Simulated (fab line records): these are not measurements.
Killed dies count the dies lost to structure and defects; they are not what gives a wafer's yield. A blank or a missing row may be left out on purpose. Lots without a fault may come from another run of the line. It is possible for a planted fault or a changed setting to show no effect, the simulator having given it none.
Which tool was responsible? :: flow gf180mcu :: 12 lots, 36 wafers sampled, at 5 steps of a route of 602

## WHAT THE GAUGES SHOWED, per wafer
GF_M1_CD_MEAS_14: the cd target is 230 nm. Usual: 230.0 nm for cd_nm, sd 0.91.
lot: L756
measured: day 17 05:28
on: cd_sem-01
cd_nm (nm): 229.3 230.0 229.6
flag: 

lot: L757
measured: day 17 20:13
on: cd_sem-02
cd_nm (nm): 229.0 230.3 228.0
flag: 

lot: L758
measured: day 18 04:42
on: cd_sem-02
cd_nm (nm): 229.2 229.0 229.1
flag: 

lot: L760
measured: day 19 02:51
on: cd_sem-02
cd_nm (nm): 230.6 229.2 229.9
flag: 

lot: L762
measured: day 20 04:54
on: cd_sem-01
cd_nm (nm): 231.2 229.8 229.9
flag: 

lot: L765
measured: day 21 02:46
on: cd_sem-01
cd_nm (nm): 229.4 230.1 228.2
flag: 

lot: L767
measured: day 21 15:40
on: cd_sem-01
cd_nm (nm): 230.6 230.2 230.1
flag: 

lot: L768
measured: day 21 21:10
on: cd_sem-01
cd_nm (nm): 230.2 230.7 230.2
flag: 

lot: L769
measured: day 22 09:10
on: cd_sem-01
cd_nm (nm): 231.2 231.3 231.6
flag: 

lot: L773
measured: day 23 16:16
on: cd_sem-01
cd_nm (nm): 229.5 229.5 230.3
flag: 

lot: L777
measured: day 24 18:03
on: cd_sem-02
cd_nm (nm): 230.9 229.4 229.1
flag: 

lot: L779
measured: day 25 14:13
on: cd_sem-02
cd_nm (nm): 230.4 229.5 230.9
flag: 

GF_V1_THK_MEAS_03. Usual: V1_CVD_02_THK gives 851 nm (standard deviation 12).
lot: L756
measured: day 17 06:34
on: film_metro-04
V1_CVD_02_THK (nm): 860 864 846
flag: 

lot: L757
measured: day 17 21:16
on: film_metro-03
V1_CVD_02_THK (nm): 855 847 877
flag: 

lot: L758
measured: day 18 05:45
on: film_metro-02
V1_CVD_02_THK (nm): 827 848 861
flag: 

lot: L760
measured: day 19 03:52
on: film_metro-03
V1_CVD_02_THK (nm): 836 828 853
flag: 

lot: L762
measured: day 20 05:57
on: film_metro-04
V1_CVD_02_THK (nm): 838 834 850
flag: 

lot: L765
measured: day 21 03:47
on: film_metro-04
V1_CVD_02_THK (nm): 841 855 852
flag: 

lot: L767
measured: day 21 16:42
on: film_metro-04
V1_CVD_02_THK (nm): 840 848 854
flag: 

lot: L768
measured: day 21 22:17
on: film_metro-03
V1_CVD_02_THK (nm): 848 854 873
flag: 

lot: L769
measured: day 22 10:10
on: film_metro-03
V1_CVD_02_THK (nm): 856 885 862
flag: 

lot: L773
measured: day 23 17:17
on: film_metro-03
V1_CVD_02_THK (nm): 884 853 900 885 854 900
flag: 

lot: L777
measured: day 24 19:05
on: film_metro-03
V1_CVD_02_THK (nm): 841 891 851
flag: 

lot: L779
measured: day 25 15:14
on: film_metro-04
V1_CVD_02_THK (nm): 846 847 862
flag: 

GF_V1_BOW_MEAS_05. Usual: V1_BOW gives 83 um (standard deviation 9).
lot: L756
measured: day 17 06:56
on: film_metro-02
V1_BOW (um): 97 94 96
flag: 

lot: L757
measured: day 17 21:38
on: film_metro-04
V1_BOW (um): 88 90 87
flag: 

lot: L758
measured: day 18 06:07
on: film_metro-04
V1_BOW (um): 77 87 92
flag: 

lot: L760
measured: day 19 04:14
on: film_metro-04
V1_BOW (um): 94 92 93
flag: 

lot: L762
measured: day 20 06:19
on: film_metro-03
V1_BOW (um): 81 75 84
flag: 

lot: L765
measured: day 21 04:09
on: film_metro-03
V1_BOW (um): 86 81 71
flag: 

lot: L767
measured: day 21 17:05
on: film_metro-03
V1_BOW (um): 86 83 86
flag: 

lot: L768
measured: day 21 22:39
on: film_metro-04
V1_BOW (um): 81 81 94
flag: 

lot: L769
measured: day 22 10:33
on: film_metro-02
V1_BOW (um): 82 88 71
flag: 

lot: L773
measured: day 23 19:31
on: film_metro-02
V1_BOW (um): 77 67 81
flag: 

lot: L777
measured: day 24 19:44
on: film_metro-03
V1_BOW (um): 87 97 84
flag: 

lot: L779
measured: day 25 15:36
on: film_metro-02
V1_BOW (um): 85 80 86
flag: 

## EACH LOT AND THE TOOL THAT RAN IT (in order: tool; ch and the chambers of the sampled wafers; start)
lot: L756
GF_M1_SPUTTER_02: pvd_sputter-01, day 16 06:37
GF_V1_CVD_02: pecvd-03 ch 0,1, day 17 06:30

lot: L757
GF_M1_SPUTTER_02: pvd_sputter-04, day 16 20:10
GF_V1_CVD_02: pecvd-04 ch 0,1, day 17 21:12

lot: L758
GF_M1_SPUTTER_02: pvd_sputter-02, day 17 05:10
GF_V1_CVD_02: pecvd-02 ch 1,2, day 18 05:41

lot: L760
GF_M1_SPUTTER_02: pvd_sputter-04, day 18 02:46
GF_V1_CVD_02: pecvd-04 ch 0,1,2, day 19 03:48

lot: L762
GF_M1_SPUTTER_02: pvd_sputter-04, day 19 03:24
GF_V1_CVD_02: pecvd-02 ch 1,2, day 20 05:53

lot: L765
GF_M1_SPUTTER_02: pvd_sputter-02, day 20 02:16
GF_V1_CVD_02: pecvd-02 ch 0,1, day 21 03:43

lot: L767
GF_M1_SPUTTER_02: pvd_sputter-02, day 20 14:43
GF_V1_CVD_02: pecvd-02 ch 1,2, day 21 16:37

lot: L768
GF_M1_SPUTTER_02: pvd_sputter-04, day 20 21:05
GF_V1_CVD_02: pecvd-03 ch 0,1, day 21 22:13

lot: L769
GF_M1_SPUTTER_02: pvd_sputter-01, day 21 09:22
GF_V1_CVD_02: pecvd-03 ch 1,2, day 22 10:05

lot: L773
GF_M1_SPUTTER_02: pvd_sputter-02, day 22 16:24
GF_V1_CVD_02: pecvd-02 ch 1,2, day 23 17:12

lot: L777
GF_M1_SPUTTER_02: pvd_sputter-01, day 23 18:54
GF_V1_CVD_02: pecvd-02 ch 0,1,2, day 24 19:01

lot: L779
GF_M1_SPUTTER_02: pvd_sputter-01, day 24 15:58
GF_V1_CVD_02: pecvd-03 ch 1,2, day 25 15:09
- GF_M1_SPUTTER_02: material AlCu, target thk 450 nm, time 23.9 s.
- GF_V1_CVD_02: deposits SiO2 from TEOS, target thk 850 nm, time 94.851 s.

## AS READ BY THE TOOLS THEMSELVES (means over the sampled wafers that have a number; for cases with no such wafer, the mark the record gives instead)
GF_M1_SPUTTER_02. Usual: 29.8 % for throttle_valve_pct, sd 1.4.
lot: L756
tool: pvd_sputter-01
throttle_valve_pct (%): 30.2
flag: 

lot: L757
tool: pvd_sputter-04
throttle_valve_pct (%): 30.8
flag: 

lot: L758
tool: pvd_sputter-02
throttle_valve_pct (%): 28.8
flag: 

lot: L760
tool: pvd_sputter-04
throttle_valve_pct (%): 29.0
flag: 

lot: L762
tool: pvd_sputter-04
throttle_valve_pct (%): 29.6
flag: 

lot: L765
tool: pvd_sputter-02
throttle_valve_pct (%): 29.4
flag: 

lot: L767
tool: pvd_sputter-02
throttle_valve_pct (%): 30.3
flag: 

lot: L768
tool: pvd_sputter-04
throttle_valve_pct (%): 29.6
flag: 

lot: L769
tool: pvd_sputter-01
throttle_valve_pct (%): 30.3
flag: 

lot: L773
tool: pvd_sputter-02
throttle_valve_pct (%): 29.4
flag: 

lot: L777
tool: pvd_sputter-01
throttle_valve_pct (%): 30.0
flag: 

lot: L779
tool: pvd_sputter-01
throttle_valve_pct (%): 29.6
flag: 

GF_V1_CVD_02. Usual: heater_power_outer_w 413 W, standard deviation 59; heater_power_w 690 W, standard deviation 99; rf_fwd_power_W 595.6 W, standard deviation 2.4.
lot: L756
tool: pecvd-03
heater_power_outer_w (W): 379
heater_power_w (W): 586
rf_fwd_power_W (W): 592.8
flag: 

lot: L757
tool: pecvd-04
heater_power_outer_w (W): 371
heater_power_w (W): 637
rf_fwd_power_W (W): 595.5
flag: 

lot: L758
tool: pecvd-02
heater_power_outer_w (W): 403
heater_power_w (W): 737
rf_fwd_power_W (W): 595.7
flag: 

lot: L760
tool: pecvd-04
heater_power_outer_w (W): 373
heater_power_w (W): 637
rf_fwd_power_W (W): 595.9
flag: 

lot: L762
tool: pecvd-02
heater_power_outer_w (W): 465
heater_power_w (W): 822
rf_fwd_power_W (W): 594.2
flag: 

lot: L765
tool: pecvd-02
heater_power_outer_w (W): 406
heater_power_w (W): 664
rf_fwd_power_W (W): 593.6
flag: 

lot: L767
tool: pecvd-02
heater_power_outer_w (W): 459
heater_power_w (W): 804
rf_fwd_power_W (W): 595.0
flag: 

lot: L768
tool: pecvd-03
heater_power_outer_w (W): 431
heater_power_w (W): 644
rf_fwd_power_W (W): 595.8
flag: 

lot: L769
tool: pecvd-03
heater_power_outer_w (W): 468
heater_power_w (W): 749
rf_fwd_power_W (W): 597.5
flag: 

lot: L773
tool: pecvd-02
heater_power_outer_w (W): 465
heater_power_w (W): 806
rf_fwd_power_W (W): 660.4
flag: OFF

lot: L777
tool: pecvd-02
heater_power_outer_w (W): 427
heater_power_w (W): 741
rf_fwd_power_W (W): 626.5
flag: OFF

lot: L779
tool: pecvd-03
heater_power_outer_w (W): 400
heater_power_w (W): 648
rf_fwd_power_W (W): 593.4
flag: 

## THE ANSWER, worked out from the rows above alone
Rule: a lot is off if the mean of its wafers that have a number lies more than 3 standard deviations from the usual mean. Also off: a lot with no number at a reading for which 4 or more lots have one. All remaining lots with rows at the step are treated as sound. The gauges are gone through in route order, then the tools' own readings, and for those a lot's mean is taken as printed above. The first step at which some lot is off is used, and at that step the reading that is off furthest; a lot without a number counts as furthest.
Off: L773, L777 (GF_V1_CVD_02, rf_fwd_power_W).
If a tool, at that step or one of the process steps before it, ran each lot that is off and ran no sound lot following the first of them, it fits. One fits: pecvd-02 at GF_V1_CVD_02. A fault onset in the window from L767 (day 21 16:37, its last sound lot) to L773 (day 23 17:12, its first lot off) fits.
On the lots that are off, the tool's own readings at GF_V1_CVD_02 differ by more than 5 times the standard deviation of the sound lots' means, which bears it out; rf_fwd_power_W reads 643.5 W there versus 594.9 W on the sound lots.

## WHAT THE SIMULATOR HAD INSERTED
pecvd-02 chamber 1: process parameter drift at GF_V1_CVD_02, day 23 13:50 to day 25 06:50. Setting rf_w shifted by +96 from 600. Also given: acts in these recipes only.
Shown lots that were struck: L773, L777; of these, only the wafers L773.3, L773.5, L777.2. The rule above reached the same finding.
